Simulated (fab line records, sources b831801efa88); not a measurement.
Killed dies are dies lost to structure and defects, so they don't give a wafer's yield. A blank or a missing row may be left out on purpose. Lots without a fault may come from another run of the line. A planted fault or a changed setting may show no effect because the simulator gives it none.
One fault seen from 2 desks | flow sky130 | each desk has only its own numbers; what lay behind them comes last

THE METROLOGY DESK
What the gauges read, lot by lot, whatever tool the lot ran on: means of the sampled wafers that have a number. A lot is out of limits, marked OUT, if its mean lies more than 4 standard deviations from the usual mean; the brackets give that distance.
Columns: A = SONOS_TUNNEL_TW at SKY_SONOS_TUNNEL_TW_MEAS_12, usual 196.2; B = SPACER_CVD_00_THK at SKY_SPACER_THK_MEAS_01, usual 42.9 nm; C = RES_XHIGH_TW at SKY_RES_XHIGH_TW_MEAS_09, usual 1628; D = RES_XHIGH_RS at SKY_SD_N_RS_MEAS_18, usual 333.2 ohm/sq
lot  | first seen here | A     | B    | C    | D
L124 | day 11 01:22    | 197.1 | 42.4 | 1611 | 332.2
L129 | day 12 16:08    | 193.9 | 42.4 | 1649 | 333.8
L133 | day 15 01:14    | 196.4 | 43.0 | 1650 | 333.3
L132 | day 15 01:34    | 193.0 | 43.1 | 1573 | 362.7 (+27) OUT
L136 | day 15 11:43    | 199.3 | 43.3 | 1571 | 361.1 (+25) OUT
L139 | day 16 19:20    | 199.4 | 42.8 | 1634 | 333.7
L141 | day 17 04:41    | 192.4 | 42.9 | 1655 | 332.8
L143 | day 17 13:20    | 193.1 | 43.2 | 1602 | 333.4
L144 | day 18 05:19    | 194.2 | 43.0 | 1636 | 333.7
L145 | day 18 13:15    | 196.3 | 42.8 | 1601 | 332.8
L146 | day 18 18:26    | 197.3 | 43.0 | 1632 | 332.7
L147 | day 18 20:10    | 193.2 | 42.5 | 1606 | 334.2
This desk's finding: out of limits on L132, L136; first on L132, day 31 22:31 (RES_XHIGH_RS at SKY_SD_N_RS_MEAS_18). In limits: L124, L129, L133, L139, L141, L143, L144, L145, L146, L147.

THE TOOL OWNER'S DESK: implanter-03
The tool's own readings at SKY_RES_XHIGH_IMPLANT_07: means of the sampled wafers that have a number, for each lot that ran on this tool. A lot is out of limits, marked OUT, if its mean lies more than 4 standard deviations from the usual mean; the brackets give that distance.
Columns: A = beam_on_s at SKY_RES_XHIGH_IMPLANT_07, usual 42.0 s
lot  | first seen here | A
L124 | day 27 06:53    | 41.3
L129 | day 28 10:28    | 40.6
L132 | day 30 17:57    | 41.4
L136 | day 30 23:26    | 42.1
L144 | day 33 10:31    | 42.1
L146 | day 34 05:19    | 41.8
This desk's finding: nothing out of limits on any of the 6 lots.

PUT TOGETHER
The metrology desk could have raised an alarm at day 31 22:31, on L132, L136.
The tool owner's desk saw nothing out of limits.
The tool owner's desk has L132, L136 on record, within its limits.
Of the lots named, all ran SKY_RES_XHIGH_IMPLANT_07 on implanter-03.

WHAT THE SIMULATOR HAD PUT IN
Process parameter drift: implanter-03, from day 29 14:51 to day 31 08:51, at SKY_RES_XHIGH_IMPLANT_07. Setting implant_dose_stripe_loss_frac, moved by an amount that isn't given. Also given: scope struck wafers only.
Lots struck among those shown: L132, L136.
Hours from the fault's start to each desk's first reading out of limits: the metrology desk, 56.
